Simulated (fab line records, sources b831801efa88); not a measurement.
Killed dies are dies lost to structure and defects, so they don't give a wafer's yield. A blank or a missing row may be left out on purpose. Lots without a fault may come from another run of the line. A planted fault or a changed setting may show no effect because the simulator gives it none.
Problem report in the 8D (eight disciplines) form, filled by code | flow gf180mcu | the parts of the form that need people (team, actions taken, sign-off) are left out

1. THE PROBLEM
STI_CVD_03_THK at GF_STI_THK_MEAS_04 reads a mean of 153.5 nm on 9 wafers of 3 lots; wafers without a fault read 207.2 nm with a standard deviation of 1.7. That is -32 standard deviations from the usual mean.
First seen on wafer L361.1, day 3 20:34, on film_metro-01. The record holds 36 wafers of 12 lots with a number at this step. Rule for "out", or "out of limits": more than 4 standard deviations from the usual mean. The other wafers with a number count as sound.

2. WHAT IT IS AND WHAT IT IS NOT
question                    | is                     | is not
which readings at this step | STI_CVD_03_THK         | -
which lots                  | L361, L362, L365       | L352, L353, L354, L355, L359, L360, L364, L369, L373
which wafers of those lots  | all that have a number | -
read on which gauges        | film_metro-01          | film_metro-02, film_metro-04
when                        | from day 3 20:34       | up to then (18 sound wafers); but 9 sound wafers of L364, L369, L373 came after

3. SUSPECTS, AND WHAT RULES EACH OUT
Counting: a tool at a process step up to the reading stays a suspect if it ran every lot that is out and no sound lot after the first of them.
- the gauge at GF_STI_THK_MEAS_04: ruled out. All the wafers that are out were read on film_metro-01, but those of them that GF_STI_ETCH_13 has rows for are out there too, on other tools.
- lpcvd-01 at GF_STI_CVD_03 (deposits Si3N4 from DCS/NH3, target thk 207.16 nm, time 3551 s): kept. It ran every lot that is out, first L361 (day 3 18:35), and no sound lot after that; its last sound lot up to then is L355 (day 2 12:39).
Left after counting: lpcvd-01 at GF_STI_CVD_03.

4. THE CAUSE (what the simulator had put in)
Process parameter drift: lpcvd-01, from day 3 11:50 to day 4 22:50, at GF_STI_CVD_03. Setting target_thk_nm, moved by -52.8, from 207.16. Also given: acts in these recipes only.
Counting left only this tool.

5. THE CHAIN OF EFFECTS, in route order
Each row: a reading whose mean over the struck wafers that have a number lies more than 3 standard deviations from the usual. Only readings for which the record gives a usual standard deviation are gone through. hours: the time from each lot's start at the first step in this table that gives one to its start at this step, as a median over the lots. sigmas: the change in usual standard deviations.
hours | step               | reading            | usual      | on struck wafers | change | sigmas
0     | GF_STI_THK_MEAS_04 | STI_CVD_03_THK     | 207.2 nm   | 153.5            | -53.7  | -32
14    | GF_STI_ETCH_13     | oes_product_au     | 0.832 a.u. | 0.714            | -0.118 | -19
14    | GF_STI_ETCH_13     | throttle_valve_pct | 8.811 %    | 8.777            | -0.034 | -3.9
The process steps in it:
- GF_STI_ETCH_13: etches the open film in CHF3/O2, stops on Si, target depth 282.31 nm, time 112.9 s.
Later measuring or inspecting steps at which every struck wafer that the step has a row for has a number for every such reading, and none has moved that far: GF_V1_THK_MEAS_01.

6. WHAT WOULD HAVE CAUGHT IT SOONER
In this record the first reading out of limits at a measuring or inspecting step was taken at day 3 20:34, 9 hours after the fault began at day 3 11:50.
Of the tool readings at GF_STI_CVD_03 for which the record gives a usual standard deviation, none was out on any struck wafer, so an alarm limit of 4 standard deviations on them would not have fired.
Of the lots that are out (3), L362, L365 began GF_STI_CVD_03 on lpcvd-01 after day 3 20:34. A hold on the tool at that time would have spared those 2.
